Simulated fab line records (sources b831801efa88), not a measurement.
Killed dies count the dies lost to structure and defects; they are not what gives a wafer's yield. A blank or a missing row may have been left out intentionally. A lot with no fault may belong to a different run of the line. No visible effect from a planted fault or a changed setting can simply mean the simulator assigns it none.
Code-filled problem report in 8D (eight disciplines) form    flow sky130    the parts of the form that need people (team, actions taken, sign-off) are left out

## 1. THE ISSUE
VIA4_HDPCVD_THK at SKY_VIA4_THK_MEAS_01 reads a mean of 1213 nm on 4 wafers of 3 lots; wafers without a fault read 1728 nm with a standard deviation of 21. That is -25 standard deviations from the usual mean.
Earliest sighting: wafer L986.3 on film metro-04 at day 43 11:01. The record holds 37 wafers of 13 lots with a number at this step. Rule for "out", or "out of limits": more than 4 standard deviations from the usual mean. Any other wafer with a number is counted as sound.

## 2. WHAT IT IS, WHAT IT ISN'T
question                     is                              is not
which readings at this step  VIA4_HDPCVD_THK                 -
which lots                   L986, L987, L988                L100, L101, L103, L980, L981, L982, L983, L984, L998, L999
which wafers of those lots   L986.3, L987.3, L987.6, L988.3  L986.2, L987.2, L988.2
read on which gauges         film metro-01, film metro-04    film metro-02
when                         from day 43 11:01               up to then (16 sound wafers); but 17 sound wafers of L100, L101, L103, L987, L988, L998, L999 came after

## 3. WHAT RULES OUT EACH SUSPECT
Counting: a tool at a process step up to the reading stays a suspect if it ran every lot that is out. Sound lots after the first of them don't rule it out here, since some wafers of a struck lot are sound.
- the gauge at SKY_VIA4_THK_MEAS_01: ruled out. Those wafers that are out were read across 2 gauges (film metro-01, film metro-04).
- hdpcvd-02 at SKY_VIA4_HDPCVD_00 (deposits SiO2, target thk 1750 nm, time 291.7 s): kept. Ran every lot that is out, first one L986 (day 43 10:49); last sound lot up to then L984 (day 42 22:29).
After counting, what remains is hdpcvd-02 at SKY_VIA4_HDPCVD_00.

## 4. THE CAUSE (what the simulator had put in)
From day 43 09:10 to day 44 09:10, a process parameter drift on hdpcvd-02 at SKY_VIA4_HDPCVD_00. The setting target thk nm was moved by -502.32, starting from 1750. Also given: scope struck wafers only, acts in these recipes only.
After counting, this tool was the only one left.

## 5. THE CHAIN OF EFFECTS, in route order
Each row: a reading where the mean over the struck wafers with a number is more than 3 standard deviations away from the usual. Readings are gone through only where the record gives a usual standard deviation; hours: the median, over the lots, of the time from a lot's start at the first step in this table giving one to that lot's start at this step; sigmas: the change measured in usual standard deviations.
hours  step                  reading          usual    on struck wafers  change  sigmas
0      SKY_VIA4_THK_MEAS_01  VIA4_HDPCVD_THK  1728 nm  1213              -515    -25

## 6. HOW IT WOULD HAVE BEEN CAUGHT EARLIER
Counted from the fault's start at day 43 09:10, it took 2 hours until the first out-of-limits reading at a measuring or inspecting step in this record, taken at day 43 11:01.
Of the lots that are out (3), L987, L988 began SKY_VIA4_HDPCVD_00 on hdpcvd-02 after day 43 11:01. A hold on the tool at that time would have spared those 2.
